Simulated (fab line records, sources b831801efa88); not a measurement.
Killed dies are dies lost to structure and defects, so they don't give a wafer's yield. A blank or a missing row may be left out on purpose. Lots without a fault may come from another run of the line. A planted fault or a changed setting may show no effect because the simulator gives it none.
A struck lot beside a sound one | flow sfq_line | 24 steps out of a route of 325
Sound: wafers L949.3, L949.4, L949.5. Struck: wafer L957.1. (L957.6 of the same lot was not struck and is left out.) The cause comes at the end.
At each step with rows: each side's tool, then ch and its chambers, then its first start. Under that, the readings that differ: sound wafers | struck wafers | difference of the means | sigmas: that difference in standard deviations of wafers without a fault.
alike: readings whose means differ by less than 2 such deviations, and words and numbers that are the same on both sides. not compared: withheld readings, readings that some wafer has no value for, bounds like >300 that may hide the same value, and numbers for which the record gives no deviation and whose values overlap.
The two part at a step that has a row with sigmas, a row that says differs or no value, or rows on one side only. Numbers that don't overlap but have no deviation are shown without sigmas and don't part them. A reading that every wafer of one side lacks parts them only if that side has two wafers or more.

first, 6 steps without rows for these wafers: SFQ_TRILAYER_L0_VIA_LITHO_COAT_018 (resist thk 62 nm); SFQ_TRILAYER_L0_VIA_LITHO_COAT_013 (resist thk 650 nm); SFQ_TRILAYER_L0_VIA_LITHO_SOFTBAKE_017; SFQ_TRILAYER_L0_VIA_LITHO_EXPOSE_014 (exposes mask L0V, target cd 700 nm); SFQ_TRILAYER_L0_VIA_LITHO_PEB_016 (peb time 60 s); SFQ_TRILAYER_L0_VIA_LITHO_DEVELOP_015 (time 60 s).
SFQ_L0V_OVL_MEAS_903:
  sound on overlay-02, day 4 23:52; struck on overlay-02, day 6 19:48
  alike: L0V_OVL
SFQ_TRILAYER_L0_VIA_BARC_OPEN_VIA_ETCH_021: etches BARC in O2, target depth 125 nm, time 41.7 s.
  sound on rie_diel-03 ch 0,1,3, day 4 23:53; struck on rie_diel-04 ch 3, day 6 19:50
  alike: drypump_motor_current_A, oes_product_au
  not compared: rf_hours_counter_h
SFQ_TRILAYER_L0_VIA_ETCH_VIA_ETCH_016: etches SiO2 in CHF3, stops on MoNx KI, target depth 80 nm.
  sound on rie_diel-03 ch 0,1,3, day 4 23:56; struck on rie_diel-04 ch 3, day 6 19:53
  alike: drypump_motor_current_A, oes_product_au
SFQ_TRILAYER_L0_VIA_STRIP_STRIP_017: strips in O2.
  sound on rie_metal-02 ch 0,1, day 5 00:11; struck on rie_metal-03 ch 0, day 6 19:56
  reading                     | sound       | struck | difference                   | sigmas
  drypump_motor_current_A (A) | 6.3 5.9 5.8 | 5.1    | -0.9                         | -2
  rf_hours_counter_h (h)      | - - -       | 8      | no value on the sound wafers |
  alike: oes_product_au
then, 2 steps without rows for these wafers: SFQ_TRILAYER_L0_VIA_STRIP_SOLV_CLEAN_018 (cleans in NMP, time 600 s); SFQ_TRILAYER_M0_DEP_PRE_CLEAN_020 (time 15 s).
SFQ_TRILAYER_M0_DEP_SPUTTER_019: material Nb, target thk 200 nm, time 133.3 s.
  sound on pvd_sputter-05, day 5 00:47; struck on pvd_sputter-05, day 6 20:46
  reading                                             | sound             | struck | difference | sigmas
  throttle_valve_pct (%)                              | 27.5 27.6 27.1    | 29.6   | +2.2       | +2
  model.Nb_of_TRILAYER_M0_DEP_SPUTTER_019.thk_nm (nm) | 200.8 200.4 198.7 | 147.7  | -52.3      |
  alike: chamber_pressure_pa
SFQ_M0_RS_MEAS_904: measures by four-point-probe.
  sound on film_metro-03, day 5 00:55; struck on film_metro-02, day 6 20:51
  reading           | sound             | struck | difference | sigmas
  M0_NB_RS (ohm/sq) | 0.886 0.888 0.895 | 1.212  | +0.322     | +35
then, 6 steps without rows for these wafers: SFQ_TRILAYER_M0_LITHO_COAT_026 (resist thk 62 nm); SFQ_TRILAYER_M0_LITHO_COAT_021 (resist thk 600 nm); SFQ_TRILAYER_M0_LITHO_SOFTBAKE_025; SFQ_TRILAYER_M0_LITHO_EXPOSE_022 (exposes mask M0, target cd 500 nm); SFQ_TRILAYER_M0_LITHO_PEB_024 (peb time 60 s); SFQ_TRILAYER_M0_LITHO_DEVELOP_023 (time 60 s).
-- the record jumps here: 3 days lie between the struck wafers' starts before and after --
SFQ_M0_OVL_MEAS_906:
  sound on overlay-01, day 7 12:58; struck on overlay-01, day 9 17:23
  alike: M0_OVL
SFQ_TRILAYER_M0_BARC_OPEN_METAL_ETCH_031: etches BARC in O2, target depth 125 nm, time 41.7 s.
  sound on rie_metal-04 ch 0,1, day 7 13:00; struck on rie_metal-03 ch 1, day 9 17:26
  reading                | sound | struck | difference                   | sigmas
  rf_hours_counter_h (h) | - - - | 45     | no value on the sound wafers |
  alike: drypump_motor_current_A, oes_product_au
SFQ_TRILAYER_M0_ETCH_METAL_ETCH_024: etches Nb in Cl2/Ar, stops on SiO2, target depth 240 nm, time 120 s.
  sound on rie_metal-04 ch 0,1, day 7 13:05; struck on rie_metal-03 ch 1, day 9 17:29
  reading                | sound             | struck | difference                   | sigmas
  oes_product_au (a.u.)  | 0.904 0.894 0.891 | 0.762  | -0.134                       | -19
  rf_hours_counter_h (h) | - - -             | 45     | no value on the sound wafers |
  alike: drypump_motor_current_A
SFQ_TRILAYER_M0_STRIP_STRIP_025: strips in O2.
  sound on rie_metal-04 ch 0,1, day 7 13:22; struck on rie_metal-03 ch 1, day 9 17:37
  reading                | sound | struck | difference                   | sigmas
  rf_hours_counter_h (h) | - - - | 45     | no value on the sound wafers |
  alike: drypump_motor_current_A, oes_product_au

WHERE THEY PART
First at SFQ_TRILAYER_L0_VIA_STRIP_STRIP_017; last, within this record, at SFQ_TRILAYER_M0_STRIP_STRIP_025.

WHY: what the simulator had put in
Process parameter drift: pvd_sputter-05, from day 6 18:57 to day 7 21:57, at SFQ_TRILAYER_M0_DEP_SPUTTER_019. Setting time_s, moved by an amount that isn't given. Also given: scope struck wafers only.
